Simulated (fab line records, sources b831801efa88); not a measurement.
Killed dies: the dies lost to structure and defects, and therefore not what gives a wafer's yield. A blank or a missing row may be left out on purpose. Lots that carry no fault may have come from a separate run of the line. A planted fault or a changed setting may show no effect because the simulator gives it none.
Commonality check across tools ; flow sky130 ; 36 wafers sampled across 12 lots

WHY THIS WAS OPENED
At SKY_LDD_HVN_TW_MEAS_10 the reading LDD_HVN_TW is flagged on 1 of 12 lots. Fault-free wafers read 1440, with a standard deviation of 6.6.
Rule: a lot is flagged in two cases, either no wafer of it has a number, or all its wafers with numbers fall more than 4 standard deviations from that mean. The other lots count as sound.

lot;measured;on;LDD_HVN_TW, wafer by wafer;flag
L532;day 20 14:04;film metro-04;1436 1451 1443;
L533;day 20 23:14;film metro-03;1420 1427 1435;
L534;day 21 22:34;film metro-01;1444 1443 1448;
L537;day 22 13:23;film metro-01;1438 1433 1439;
L538;day 22 23:43;film metro-03;1442 1438 1432;
L541;day 24 01:40;film metro-01;30 30 30;FLAGGED
L542;day 24 13:23;film metro-04;1447 1447 1451;
L547;day 25 23:32;film metro-03;1439 1434 1439;
L550;day 26 19:55;film metro-01;1446 1440 1451;
L553;day 28 07:56;film metro-03;1437 1433 1440;
L554;day 28 13:18;film metro-01;1429 1435 1437;
L555;day 28 16:51;film metro-03;1438 1435 1433;
On average the flagged lots read 30, which is -1410 against the usual, or -99 or more standard deviations.

WHICH TOOL EACH LOT WENT THROUGH
The record keeps 1 process step preceding the reading, out of 708 steps on the route. In each cell: the tool, then ch and the chambers that the sampled wafers went through, then the start.
lot;flag;SKY_LDD_HVN_EXPOSE_04
L532;;iline stepper-02 ch 0, day 19 22:28
L533;;iline stepper-02 ch 0, day 20 08:46
L534;;iline stepper-02 ch 0, day 21 07:10
L537;;iline stepper-02 ch 0, day 21 22:32
L538;;iline stepper-02 ch 0, day 22 08:29
L541;FLAGGED;iline stepper-02 ch 0, day 23 10:52
L542;;iline stepper-01 ch 0, day 23 22:44
L547;;iline stepper-02 ch 0, day 25 08:53
L550;;iline stepper-02 ch 0, day 26 05:24
L553;;iline stepper-02 ch 0, day 27 17:23
L554;;iline stepper-02 ch 0, day 27 23:13
L555;;iline stepper-01 ch 0, day 28 02:17
What these steps do:
- SKY_LDD_HVN_EXPOSE_04: exposes mask HVNTM, target cd 700 nm.
- SKY_LDD_HVN_TW_MEAS_10

FLAGGED AGAINST TOTAL, ONE TOOL AT A TIME (gauges that did the reading follow at the end)
step;tool;lots run;flagged;share of the flagged lots;sound lots run after its first flagged lot
SKY_LDD_HVN_EXPOSE_04;iline stepper-01;2;0;none;-
SKY_LDD_HVN_EXPOSE_04;iline stepper-02;10;1;all;4 (L547,L550,L553,L554)
SKY_LDD_HVN_TW_MEAS_10;film metro-01;5;1;all;2 (L550,L554)
SKY_LDD_HVN_TW_MEAS_10;film metro-03;5;0;none;-
SKY_LDD_HVN_TW_MEAS_10;film metro-04;2;0;none;-

WHAT THE TABLE PERMITS
iline stepper-02 at SKY_LDD_HVN_EXPOSE_04 and film metro-01 at SKY_LDD_HVN_TW_MEAS_10 are the 2 rows of the table that ran each flagged lot.
- iline stepper-02 at SKY_LDD_HVN_EXPOSE_04 ran 10 lots, 1 of them flagged. Sound lots ran on it after the first flagged one (L547, L550, L553, L554), which a lasting fault on the whole tool wouldn't allow.
- film metro-01 at SKY_LDD_HVN_TW_MEAS_10 ran 5 lots, 1 of them flagged. Sound lots ran on it after the first flagged one (L550, L554), which a lasting fault on the whole tool wouldn't allow.
Every row of the table either missed a flagged lot or ran a sound lot after the first.

WHAT WAS PUT IN BY THE SIMULATOR
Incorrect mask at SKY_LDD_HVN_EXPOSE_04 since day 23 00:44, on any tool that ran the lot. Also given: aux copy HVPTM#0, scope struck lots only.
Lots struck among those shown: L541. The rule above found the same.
